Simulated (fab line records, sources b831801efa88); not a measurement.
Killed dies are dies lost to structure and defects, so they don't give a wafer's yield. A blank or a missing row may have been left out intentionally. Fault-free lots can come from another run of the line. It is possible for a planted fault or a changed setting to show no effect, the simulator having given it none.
fab line records	flow sky130
record: lots: 7	wafers: 20	lastDay: 50
route steps=708 shown LDD_P@263 LDD_HVN@267 LDD_HVP@278 PAD_OPEN@708
lots untouched by any fault: they come from a run of this same line in which no faults occurred
startH: hours from the record's first day to the start of the lot's first wafer shown	waitH: time in hours since the lot's previous step	" as in the row above	L1.1+2: a row that stands for several wafers	- no value present, or no start provided	* or withheld: withheld	< > ~ a bound
route shown NAME@n: a module of which the file shows steps, and the number in the route of the first	usual: mean/standard deviation of fault-free wafers	same: alike in all rows	chamber/n: place in a boat	sites: readings site by site	_std_site: their standard deviation	_edge_site: inner sites' mean taken away from outer sites' mean	radiusMm: how far each site lies from the wafer's centre	mask NAME#n: copy n	behind: tool/chamber where the wafer was last shaped	hold: why the lot was held/for how many hours/how that ended	device: the transistor (n, p or np) that didn't switch	end of line: tests of these same wafers at the route's end	where a step has no rows: the recipe by itself	killed: dies lost to structure and defects at the first sort, not the wafer's yield	map: a wafer's dies, marking killed ones x, the rest . and places with no die _
set.NAME: setting as actually run; set.NAME@STEP: the setting as run at that earlier step	model.NAME: the simulator's own value behind a step, which no gauge read
lots seen at some steps along the route; tables by step, rows by wafer
services: when a tool's chamber went out of use (startH, in hours from the record's first day, below 0 if earlier), for how many hours, and the reason
== steps ==
step: SKY_LDD_P_OVL_MEAS_08
usual: LDD_P_OVL: -0.7/1.3
lot.wafer	tool	chamber	startH	waitH	LDD_P_OVL[nm]
L158.1	overlay-01	-	454.00	0.1	-3.9
L158.3	"	-	"	"	-1.1
L158.5	"	-	"	"	-1.8
L161.1	overlay-01	-	493.56	0.1	-1.3
L161.2	"	-	"	"	0.3
L161.6	"	-	"	"	-1.5
L163.2	overlay-01	-	507.61	0.1	1.2
L163.6	"	-	"	"	0.8
L164.3	overlay-01	-	514.57	0.1	-2.6
L164.4	"	-	"	"	0.3
L164.5	"	-	"	"	0.1
L166.3	overlay-01	-	531.82	0.1	-3.1
L166.5	"	-	"	"	-0.1
L166.6	"	-	"	"	-2.1
L171.1	overlay-02	-	583.50	0.1	-0.5
L171.2	"	-	"	"	-0.4
L171.3	"	-	"	"	-1.7
L178.3	overlay-02	-	646.22	0.1	-2.0
L178.5	"	-	"	"	-2.2
L178.6	"	-	"	"	-3.3
step: SKY_LDD_P_IMPLANT_09
recipe: species: BF2	energyKev: 25	doseCm2: 1.007e+13	tiltDeg: withheld
step: SKY_LDD_P_STRIP_10
recipe: chemistry: O2/N2	powerW: 1400	pressureMtorr: 1500	platenTempC: withheld	o2FlowSccm: 3000	n2FlowSccm: 300	overashFraction: 0.5
usual: drypumpMotorCurrentA: 6.1/0.47	oesProductAu: 0.716/0.0047	stripTimeToEndpointS: 14.18/0.043
same: overashFraction: 0.5
lot.wafer	tool	chamber	startH	waitH	drypumpMotorCurrentA	oesProductAu	rfHoursCounterH	stripTimeToEndpointS
L158.1	plasmaAsher-04	1	454.19	0.1	6.7	0.719	78	14.12
L158.3	"	1	"	"	6.7	0.718	-	14.14
L158.5	"	1	"	"	6.7	0.717	-	14.19
L161.1	plasmaAsher-03	0	493.75	0.1	6.4	0.707	7	14.19
L161.2	"	1	"	"	6.4	0.713	7	14.17
L161.6	"	1	"	"	6.4	0.722	-	14.09
L163.2	plasmaAsher-01	1	507.79	0.1	5.6	0.719	62	14.21
L163.6	"	0	"	"	6.0	0.714	-	14.20
L164.3	plasmaAsher-01	1	514.78	0.1	5.6	0.717	-	14.20
L164.4	"	0	"	"	6.0	0.718	-	14.16
L164.5	"	1	"	"	5.6	0.711	-	14.14
L166.3	plasmaAsher-01	0	532.03	0.1	5.9	0.719	-	14.13
L166.5	"	0	"	"	6.0	0.717	-	14.09
L166.6	"	1	"	"	5.6	0.716	-	14.09
L171.1	plasmaAsher-04	0	583.69	0.1	5.4	0.717	90	14.17
L171.2	"	1	"	"	6.7	0.715	90	14.14
L171.3	"	0	"	"	5.4	0.712	-	14.23
L178.3	plasmaAsher-03	0	646.43	0.1	6.4	0.716	-	14.16
L178.5	"	1	"	"	6.4	0.710	-	14.14
L178.6	"	0	"	"	6.4	0.714	-	14.17
step: SKY_LDD_P_TW_MEAS_11
usual: LDD_P_TW: 635.8/2.8
lot.wafer	tool	chamber	startH	waitH	LDD_P_TW
L158.1	filmMetro-03	-	454.29	0.1	636.7
L158.3	"	-	"	"	637.3
L158.5	"	-	"	"	638.8
L161.1	filmMetro-01	-	493.85	0.1	641.6
L161.2	"	-	"	"	637.2
L161.6	"	-	"	"	641.6
L163.2	filmMetro-01	-	507.90	0.1	631.3
L163.6	"	-	"	"	635.9
L164.3	filmMetro-03	-	514.87	0.1	632.9
L164.4	"	-	"	"	632.7
L164.5	"	-	"	"	635.5
L166.3	filmMetro-01	-	532.12	0.1	635.1
L166.5	"	-	"	"	637.5
L166.6	"	-	"	"	635.1
L171.1	filmMetro-01	-	583.79	0.1	638.6
L171.2	"	-	"	"	637.0
L171.3	"	-	"	"	640.4
L178.3	filmMetro-03	-	646.52	0.1	634.9
L178.5	"	-	"	"	634.7
L178.6	"	-	"	"	636.7
step: SKY_LDD_HVN_DEHYDRATE_00
recipe: tempC: 200	timeS: 60
step: SKY_LDD_HVN_HMDS_01
recipe: primeTimeS: 60	primeTempC: 120
step: SKY_LDD_HVN_COAT_02
recipe: resist: NOVOLAK	spinRpm: 3000	resistThkNm: 300
step: SKY_LDD_HVN_SOFTBAKE_03
recipe: tempC: 90	timeS: 60	resist: NOVOLAK
step: SKY_LDD_HVN_EXPOSE_04
recipe: maskId: HVNTM	na: 0.6	sourceShape: conventional	sigmaOuter: 0.6	polarization: unpolarized	targetCdNm: 700	doseMj: 127
step: SKY_LDD_HVN_PEB_05
recipe: tempC: withheld	timeS: *	resist: NOVOLAK
step: SKY_LDD_HVN_DEVELOP_06
recipe: resist: NOVOLAK	developer: TMAH	developTimeS: 60	devTempC: 23
step: SKY_LDD_HVN_OVL_MEAS_07
usual: LDD_HVN_OVL: 1.1/1.3
lot.wafer	tool	chamber	startH	waitH	LDD_HVN_OVL[nm]
L158.1	overlay-02	-	485.08	0.1	2.3
L158.3	"	-	"	"	3.1
L158.5	"	-	"	"	1.1
L161.1	overlay-02	-	524.33	0.1	0.7
L161.2	"	-	"	"	1.9
L161.6	"	-	"	"	1.2
L163.2	overlay-01	-	538.34	0.1	-0.4
L163.6	"	-	"	"	-0.8
L164.3	overlay-01	-	544.64	0.1	0.3
L164.4	"	-	"	"	1.5
L164.5	"	-	"	"	1.7
L166.3	overlay-02	-	561.95	0.1	-0.4
L166.5	"	-	"	"	1.3
L166.6	"	-	"	"	0.6
L171.1	overlay-02	-	613.08	0.1	0.6
L171.2	"	-	"	"	-1.2
L171.3	"	-	"	"	1.1
L178.3	overlay-02	-	675.30	0.1	0.9
L178.5	"	-	"	"	-1.1
L178.6	"	-	"	"	-0.2
step: SKY_LDD_HVN_IMPLANT_08
recipe: species: P	energyKev: 60	doseCm2: 3e+13	tiltDeg: 40
usual: beamOnS: 9.99/0.18	faradayCurrentUA: 169/3
lot.wafer	tool	chamber	startH	waitH	beamOnS	faradayCurrentUA
L158.1	implanter-01	0	485.12	0.0	10.11	168
L158.3	"	0	"	"	9.75	174
L158.5	"	0	"	"	9.81	172
L161.1	implanter-01	0	524.37	0.0	9.99	169
L161.2	"	0	"	"	10.16	167
L161.6	"	0	"	"	10.13	167
L163.2	implanter-01	0	538.39	0.0	10.81	156
L163.6	"	0	"	"	10.95	154
L164.3	implanter-01	0	544.72	0.1	10.73	157
L164.4	"	0	"	"	11.02	153
L164.5	"	0	"	"	10.85	156
L166.3	implanter-01	0	562.02	0.1	10.78	157
L166.5	"	0	"	"	10.76	157
L166.6	"	0	"	"	10.92	155
L171.1	implanter-02	0	613.12	0.0	10.30	165
L171.2	"	0	"	"	9.97	169
L171.3	"	0	"	"	9.87	171
L178.3	implanter-03	0	675.37	0.1	10.00	168
L178.5	"	0	"	"	10.21	165
L178.6	"	0	"	"	9.75	173
step: SKY_LDD_HVN_STRIP_09
recipe: chemistry: O2/N2	powerW: 1400	pressureMtorr: 1500	platenTempC: withheld	o2FlowSccm: 3000	n2FlowSccm: 300	overashFraction: 0.5
usual: drypumpMotorCurrentA: 6.0/0.35	oesProductAu: 0.409/0.0043	stripTimeToEndpointS: 4.135/0.014
same: overashFraction: 0.5
lot.wafer	tool	chamber	startH	waitH	drypumpMotorCurrentA	oesProductAu	rfHoursCounterH	stripTimeToEndpointS
L158.1	plasmaAsher-01	1	485.27	0.1	5.6	0.405	60	4.146
L158.3	"	1	"	"	5.6	0.402	-	4.131
L158.5	"	1	"	"	5.6	0.408	-	4.131
L161.1	plasmaAsher-01	0	524.52	0.1	6.0	0.408	64	4.123
L161.2	"	1	"	"	5.6	0.417	64	4.151
L161.6	"	0	"	"	6.0	0.417	-	4.129
L163.2	plasmaAsher-01	0	538.52	0.1	6.0	0.407	66	4.121
L163.6	"	0	"	"	6.0	0.414	-	4.116
L164.3	plasmaAsher-02	0	544.85	0.1	5.5	0.405	-	4.154
L164.4	"	1	"	"	5.9	0.409	-	4.158
L164.5	"	1	"	"	6.0	0.408	-	4.153
L166.3	plasmaAsher-03	1	562.15	0.1	6.4	0.406	-	4.130
L166.5	"	1	"	"	6.4	0.412	-	4.136
L166.6	"	0	"	"	6.4	0.403	-	4.124
L171.1	plasmaAsher-01	1	613.27	0.1	5.6	0.411	74	4.138
L171.2	"	0	"	"	6.0	0.408	74	4.149
L171.3	"	0	"	"	6.0	0.414	-	4.133
L178.3	plasmaAsher-01	1	675.50	0.1	5.6	0.419	-	4.121
L178.5	"	0	"	"	6.0	0.415	-	4.125
L178.6	"	1	"	"	5.6	0.414	-	4.114
step: SKY_LDD_HVN_TW_MEAS_10
usual: LDD_HVN_TW: 1432/7.4
lot.wafer	tool	chamber	startH	waitH	LDD_HVN_TW
L158.1	filmMetro-04	-	485.37	0.1	1437
L158.3	"	-	"	"	1431
L158.5	"	-	"	"	1428
L161.1	filmMetro-02	-	524.62	0.1	1440
L161.2	"	-	"	"	1437
L161.6	"	-	"	"	1441
L163.2	filmMetro-02	-	538.63	0.1	1475
L163.6	"	-	"	"	1470
L164.3	filmMetro-02	-	544.94	0.1	1475
L164.4	"	-	"	"	1468
L164.5	"	-	"	"	1480
L166.3	filmMetro-02	-	562.24	0.1	1465
L166.5	"	-	"	"	1464
L166.6	"	-	"	"	1469
L171.1	filmMetro-04	-	613.37	0.1	1426
L171.2	"	-	"	"	1432
L171.3	"	-	"	"	1432
L178.3	filmMetro-01	-	675.59	0.1	1432
L178.5	"	-	"	"	1441
L178.6	"	-	"	"	1442
step: SKY_LDD_HVP_DEHYDRATE_00
recipe: tempC: 200	timeS: 60
step: SKY_PAD_OPEN_PROBE_99
usual: killed_at_M0_to_M3: 45/6.8	killed_at_M4_up: 3.0/1.7	killedAtContacts: 25/5.7	killedAtFrontEnd: 15/4.6	killedAtOther: 0.3/0.66	killedDies: 88/9.5	killedOnRim: 17/3.6	killedOpen: 48/7.3	killedShort: 39/6.5
same: grossDies: 492	killedAtBackSide: 0
lot.wafer	tool	chamber	startH	waitH	killed_at_M0_to_M3	killed_at_M4_up	killedAtContacts	killedAtFrontEnd	killedAtOther	killedDies	killedOnRim	killedOpen	killedShort	model.etest.tip_n_5v.rsOhmSq
L158.1	prober-01	-	1088.58	0.1	34	2	33	18	0	87	14	50	36	1396
L158.3	prober-01	-	1088.68	0.2	39	2	27	15	0	83	14	60	23	1390
L158.5	prober-01	-	1088.78	0.2	42	3	21	12	0	78	15	40	38	1384
L161.1	prober-02	-	1112.06	0.1	43	6	27	17	0	93	13	54	39	1376
L161.2	prober-02	-	1112.11	0.1	57	2	26	20	0	105	20	58	47	1363
L161.6	prober-02	-	1112.31	0.2	38	1	30	14	0	83	15	39	44	1365
L163.2	prober-02	-	1126.45	0.1	58	0	19	15	0	92	18	51	38	1338
L163.6	prober-02	-	1126.65	0.2	42	6	28	22	0	98	22	51	46	1324
L164.3	prober-01	-	1128.29	0.2	45	3	33	6	0	87	16	49	38	1312
L164.4	prober-01	-	1128.34	0.2	48	8	28	20	0	104	26	48	54	1315
L164.5	prober-01	-	1128.39	0.2	43	3	33	8	0	87	20	49	38	1320
L166.3	prober-01	-	1139.55	0.2	44	3	26	23	0	96	21	51	45	1320
L166.5	prober-01	-	1139.65	0.2	44	5	25	12	1	87	15	56	31	1323
L166.6	prober-01	-	1139.70	0.2	49	3	29	16	1	98	21	56	42	1326
L171.1	prober-02	-	1170.60	0.1	39	3	17	14	0	73	12	35	37	1387
L171.2	prober-02	-	1170.65	0.1	32	3	35	21	2	93	18	48	42	1387
L171.3	prober-02	-	1170.70	0.2	39	3	21	18	1	82	15	47	31	1392
L178.3	prober-02	-	1205.91	0.2	50	5	32	10	1	98	17	50	48	1402
L178.5	prober-02	-	1206.01	0.2	30	1	30	28	0	89	19	52	37	1404
L178.6	prober-02	-	1206.06	0.2	48	1	23	16	0	88	20	41	47	1392
killed by level:class
L158.1 LI_CONTACT:geometricParticle:open=11 CONTACT:geometricParticle:short=10 VIA1:geometricParticle:open=7 POLY_GATE:geometricParticle:open=6 LOCAL_INTERCONNECT:geometricParticle:short=5 CONTACT:geometricParticle:open=5 VIA3:geometricParticle:open=5 FIELD_ISO:geometricParticle:open=4
L158.3 CONTACT:geometricParticle:open=13 LI_CONTACT:geometricParticle:open=11 VIA1:geometricParticle:open=10 VIA3:geometricParticle:open=6 FIELD_ISO:geometricParticle:open=5 METAL1:geometricParticle:short=5 METAL2:geometricParticle:short=4 POLY_GATE:geometricParticle:open=3
L158.5 VIA1:geometricParticle:open=6 CONTACT:geometricParticle:open=6 VIA3:geometricParticle:open=6 METAL1:geometricParticle:short=6 VIA2:geometricParticle:open=6 METAL2:geometricParticle:short=5 POLY_GATE:geometricParticle:open=4 CONTACT:geometricParticle:short=4
L161.1 CONTACT:geometricParticle:open=14 VIA2:geometricParticle:open=9 METAL1:geometricParticle:short=8 LI_CONTACT:geometricParticle:open=5 VIA1:geometricParticle:open=5 POLY_GATE:geometricParticle:short=4 POLY_GATE:geometricParticle:open=4 LI_CONTACT:geometricParticle:short=4
L161.2 VIA1:geometricParticle:open=13 CONTACT:geometricParticle:open=11 VIA2:geometricParticle:open=9 VIA3:geometricParticle:open=7 FIELD_ISO:geometricParticle:open=6 LI_CONTACT:geometricParticle:open=6 VIA1:geometricParticle:short=6 FIELD_ISO:geometricParticle:short=5
L161.6 VIA1:geometricParticle:open=9 CONTACT:geometricParticle:short=7 VIA1:geometricParticle:short=6 LI_CONTACT:geometricParticle:short=6 LI_CONTACT:geometricParticle:open=6 LOCAL_INTERCONNECT:geometricParticle:short=6 VIA2:geometricParticle:open=6 CONTACT:geometricParticle:open=5
L163.2 VIA2:geometricParticle:open=12 VIA1:geometricParticle:open=10 METAL2:geometricParticle:short=8 CONTACT:geometricParticle:open=8 VIA3:geometricParticle:open=7 VIA1:geometricParticle:short=6 FIELD_ISO:geometricParticle:short=5 LI_CONTACT:geometricParticle:open=5
L163.6 FIELD_ISO:geometricParticle:short=10 VIA1:geometricParticle:open=10 LI_CONTACT:geometricParticle:open=9 CONTACT:geometricParticle:open=8 VIA1:geometricParticle:short=7 FIELD_ISO:geometricParticle:open=5 POLY_GATE:geometricParticle:open=4 LI_CONTACT:geometricParticle:short=4
L164.3 VIA1:geometricParticle:open=11 CONTACT:geometricParticle:open=10 VIA3:geometricParticle:open=10 CONTACT:geometricParticle:short=9 LI_CONTACT:geometricParticle:open=8 LI_CONTACT:geometricParticle:short=5 VIA3:geometricParticle:short=5 METAL3:geometricParticle:short=4
L164.4 VIA1:geometricParticle:open=13 CONTACT:geometricParticle:open=10 METAL2:geometricParticle:short=9 CONTACT:geometricParticle:short=7 VIA1:geometricParticle:short=6 LI_CONTACT:geometricParticle:open=5 FIELD_ISO:geometricParticle:short=4 FIELD_ISO:geometricParticle:open=4
L164.5 VIA1:geometricParticle:open=16 CONTACT:geometricParticle:short=11 CONTACT:geometricParticle:open=10 LI_CONTACT:geometricParticle:open=8 VIA2:geometricParticle:open=5 METAL1:geometricParticle:short=4 VIA3:geometricParticle:short=4 SPACER:geometricParticle:short=3
L166.3 LI_CONTACT:geometricParticle:open=9 VIA1:geometricParticle:open=9 POLY_GATE:geometricParticle:short=6 CONTACT:geometricParticle:open=6 VIA2:geometricParticle:open=6 FIELD_ISO:geometricParticle:open=5 POLY_GATE:geometricParticle:open=5 CONTACT:geometricParticle:short=5
L166.5 VIA1:geometricParticle:open=15 CONTACT:geometricParticle:open=13 VIA3:geometricParticle:open=7 CONTACT:geometricParticle:short=6 LI_CONTACT:geometricParticle:open=5 METAL1:geometricParticle:short=5 VIA2:geometricParticle:open=5 POLY_GATE:geometricParticle:short=4
L166.6 VIA2:geometricParticle:open=10 CONTACT:geometricParticle:open=10 CONTACT:geometricParticle:short=8 LI_CONTACT:geometricParticle:open=7 VIA1:geometricParticle:open=7 METAL1:geometricParticle:short=6 METAL2:geometricParticle:short=6 VIA2:geometricParticle:short=6
L171.1 METAL1:geometricParticle:short=7 VIA3:geometricParticle:open=7 CONTACT:geometricParticle:short=5 VIA1:geometricParticle:open=5 VIA2:geometricParticle:open=5 LI_CONTACT:geometricParticle:open=4 FIELD_ISO:geometricParticle:open=3 FIELD_ISO:geometricParticle:short=3
L171.2 CONTACT:geometricParticle:open=15 METAL1:geometricParticle:short=7 LI_CONTACT:geometricParticle:open=6 CONTACT:geometricParticle:short=6 POLY_GATE:geometricParticle:open=5 SPACER:geometricParticle:open=5 LOCAL_INTERCONNECT:geometricParticle:short=5 FIELD_ISO:geometricParticle:open=4
L171.3 VIA1:geometricParticle:open=7 VIA3:geometricParticle:open=7 LI_CONTACT:geometricParticle:open=6 VIA2:geometricParticle:open=6 POLY_GATE:geometricParticle:open=5 CONTACT:geometricParticle:open=5 CONTACT:geometricParticle:short=5 METAL2:geometricParticle:short=4
L178.3 CONTACT:geometricParticle:open=10 VIA1:geometricParticle:open=10 LI_CONTACT:geometricParticle:open=9 VIA2:geometricParticle:open=9 METAL1:geometricParticle:short=7 VIA1:geometricParticle:short=7 LOCAL_INTERCONNECT:geometricParticle:short=6 VIA2:geometricParticle:short=5
L178.5 CONTACT:geometricParticle:open=14 POLY_GATE:geometricParticle:open=12 VIA3:geometricParticle:open=7 LI_CONTACT:geometricParticle:short=6 VIA1:geometricParticle:open=6 FIELD_ISO:geometricParticle:short=5 POLY_GATE:geometricParticle:short=5 CONTACT:geometricParticle:short=4
L178.6 METAL1:geometricParticle:short=11 VIA1:geometricParticle:open=9 LI_CONTACT:geometricParticle:open=7 METAL2:geometricParticle:short=7 LOCAL_INTERCONNECT:geometricParticle:short=6 CONTACT:geometricParticle:open=6 VIA3:geometricParticle:open=6 POLY_GATE:geometricParticle:short=5
== services ==
tool	chamber	startH	hours	kind
plasmaAsher-03	0	430.25	-	clean
plasmaAsher-02	-	437.56	1.0	repair
plasmaAsher-01	-	440.53	14.6	pm
plasmaAsher-03	-	443.76	2.1	repair
implanter-01	-	449.56	2.8	pm
implanter-01	-	453.21	3.6	repair
plasmaAsher-04	-	456.77	1.7	repair
plasmaAsher-01	-	458.41	7.9	repair
plasmaAsher-04	-	478.29	0.9	repair
plasmaAsher-03	-	494.54	0.5	repair
implanter-03	-	494.88	80.7	pm
implanter-01	-	499.41	2.7	repair
plasmaAsher-02	-	515.58	13.3	repair
implanter-02	-	521.89	2.9	repair
plasmaAsher-04	-	543.83	2.8	pm
implanter-01	-	553.01	3.3	repair
implanter-02	-	556.36	4.4	pm
implanter-03	-	575.57	2.2	pm
plasmaAsher-02	-	587.86	15.6	pm
implanter-01	-	618.34	5.1	repair
implanter-01	-	652.65	2.7	repair
plasmaAsher-02	-	658.97	1.3	repair
implanter-02	-	662.43	3.1	pm
implanter-01	-	665.91	3.7	repair
== key ==
firstSign: step: SKY_LDD_HVN_IMPLANT_08	reading: beamOnS	direction: up	sigmas: 4.7	usual: 9.99	struck: 10.85
effect: step: SKY_LDD_HVN_IMPLANT_08	reading: faradayCurrentUA	direction: down	sigmas: 4.5	usual: 169	struck: 156
effect: step: SKY_LDD_HVN_TW_MEAS_10	reading: LDD_HVN_TW	direction: up	sigmas: 5.2	usual: 1432	struck: 1471
modelEffect: step: SKY_PAD_OPEN_PROBE_99	value: etest.tip_n_5v.rsOhmSq	without: 1398	struck: 1322
metAt SKY_LDD_HVN_IMPLANT_08
struckWafers L163.2,L163.6,L164.3,L164.4,L164.5,L166.3,L166.5,L166.6
testerLeftOut L163,L164,L166
onsetBetween 524.37 538.39
fault: kind: processParameterDrift	tool: implanter-01	chamber: -	onsetH: 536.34	steps: SKY_LDD_HVN_IMPLANT_08	channel: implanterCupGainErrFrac	offset: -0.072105	shape: step	endH: 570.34
testerLeftOut: of these lots the tester's yield and bins aren't shown, on N5 and GAA mostly nor the transistor test; their killed dies are dies lost to structure and defects alone, not to doping, threshold or leakage, so they don't give the yield
